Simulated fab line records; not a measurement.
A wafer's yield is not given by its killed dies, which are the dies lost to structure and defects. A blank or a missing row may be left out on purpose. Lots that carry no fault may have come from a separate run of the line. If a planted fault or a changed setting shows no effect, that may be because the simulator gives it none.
The tool behind it: which one? / flow gf180mcu / 36 wafers from 12 lots sampled at 2 of the route's 602 steps

## WHAT EACH GAUGE READ, for each wafer
GF_V3_RS_MEAS_24: a four-point-probe measurement.
lot=L657; measured=day 23 05:36; on=film metro-04; V3_W_RS (ohm/sq)=0.327 0.324 0.321
lot=L658; measured=day 23 22:13; on=film metro-04; V3_W_RS (ohm/sq)=0.337 0.333 0.329
lot=L659; measured=day 24 01:16; on=film metro-01; V3_W_RS (ohm/sq)=0.329 0.327 0.334
lot=L660; measured=day 24 08:58; on=film metro-04; V3_W_RS (ohm/sq)=0.320 0.328 0.324
lot=L662; measured=day 25 15:46; on=film metro-01; V3_W_RS (ohm/sq)=0.339 0.332 0.327
lot=L664; measured=day 25 19:18; on=film metro-01; V3_W_RS (ohm/sq)=0.335 0.333 0.333
lot=L666; measured=day 26 07:35; on=film metro-01; V3_W_RS (ohm/sq)=0.328 0.335 0.332
lot=L667; measured=day 26 16:06; on=film metro-04; V3_W_RS (ohm/sq)=0.332 0.333 0.331
lot=L668; measured=day 26 21:14; on=film metro-04; V3_W_RS (ohm/sq)=0.329 0.332 0.330
lot=L676; measured=day 29 08:32; on=film metro-01; V3_W_RS (ohm/sq)=0.328 0.330 0.327
lot=L677; measured=day 29 13:10; on=film metro-02; V3_W_RS (ohm/sq)=0.322 0.327 0.327
lot=L678; measured=day 29 23:15; on=film metro-01; V3_W_RS (ohm/sq)=0.329 0.331 0.325

## WHICH TOOL RAN EACH LOT (tool, then ch and the chambers of the sampled wafers, then the start)
lot=L657; GF_V1_EXPOSE_11=krf scanner-02 ch 0, day 18 11:47
lot=L658; GF_V1_EXPOSE_11=krf scanner-02 ch 0, day 19 04:25
lot=L659; GF_V1_EXPOSE_11=krf scanner-01 ch 0, day 19 09:49
lot=L660; GF_V1_EXPOSE_11=krf scanner-01 ch 0, day 19 17:14
lot=L662; GF_V1_EXPOSE_11=krf scanner-01 ch 0, day 20 23:12
lot=L664; GF_V1_EXPOSE_11=krf scanner-02 ch 0, day 21 05:50
lot=L666; GF_V1_EXPOSE_11=krf scanner-02 ch 0, day 21 19:26
lot=L667; GF_V1_EXPOSE_11=krf scanner-01 ch 0, day 22 03:41
lot=L668; GF_V1_EXPOSE_11=krf scanner-01 ch 0, day 22 12:14
lot=L676; GF_V1_EXPOSE_11=krf scanner-01 ch 0, day 25 06:15
lot=L677; GF_V1_EXPOSE_11=krf scanner-02 ch 0, day 25 12:14
lot=L678; GF_V1_EXPOSE_11=krf scanner-02 ch 0, day 26 00:13
- GF_V1_EXPOSE_11: exposes mask Via1, target cd 260 nm.

## AS READ BY THE TOOLS THEMSELVES (means over the sampled wafers that have a number; for cases with no such wafer, the mark the record gives instead)
GF_V1_EXPOSE_11.
lot=L657; tool=krf scanner-02; exposure dose mJ cm2=37.98
lot=L658; tool=krf scanner-02; exposure dose mJ cm2=37.98
lot=L659; tool=krf scanner-01; exposure dose mJ cm2=37.98
lot=L660; tool=krf scanner-01; exposure dose mJ cm2=37.97
lot=L662; tool=krf scanner-01; exposure dose mJ cm2=37.94
lot=L664; tool=krf scanner-02; exposure dose mJ cm2=37.98
lot=L666; tool=krf scanner-02; exposure dose mJ cm2=37.94
lot=L667; tool=krf scanner-01; exposure dose mJ cm2=37.99
lot=L668; tool=krf scanner-01; exposure dose mJ cm2=37.99
lot=L676; tool=krf scanner-01; exposure dose mJ cm2=36.82
lot=L677; tool=krf scanner-02; exposure dose mJ cm2=37.99
lot=L678; tool=krf scanner-02; exposure dose mJ cm2=37.99

## THE ANSWER, worked out from the rows above alone
Rule: usual is defined by the lots themselves. The widest of any qualifying gaps counts: lots, ordered by their means at a reading, are off when they make up no more than a third of the lots, leave a main group of 4 or more, and stand apart from it by 3 or more times the standard deviation of that group's means. Not used: any main group whose means are identical at the precision the tables above print for the reading. A lot without any number at a reading at which 4 lots or more have one is off too. The other lots that the step has rows for count as sound. Order of review: gauges by route order, followed by the tools' own readings, for which a lot's mean as printed above is used. At the first step where some lot is off, the reading lying furthest off is the one used; lots without a number count as furthest.
Off at GF_V1_EXPOSE_11 (exposure dose mJ cm2): L676. The main group: mean 37.98, standard deviation 0.018.
A tool fits if, at that step or a process step before it, it ran every lot that is off, and no sound lot after the first of them. One fits: GF_V1_EXPOSE_11 on krf scanner-01. A fault onset in the window from L668 (day 22 12:14, its last sound lot) to L676 (day 25 06:15, its first lot off) fits.
The tool's own readings at GF_V1_EXPOSE_11 bear it out: on the lots that are off they differ by more than 5 times the standard deviation of the sound lots' means. exposure dose mJ cm2 reads 36.82 there against 37.98 on the sound lots.

## WHAT HAD BEEN PUT IN BY THE SIMULATOR
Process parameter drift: krf scanner-01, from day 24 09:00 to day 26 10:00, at GF_V1_EXPOSE_11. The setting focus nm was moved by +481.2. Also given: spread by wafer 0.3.
Lots struck among those shown: L676. The rule above found the same.
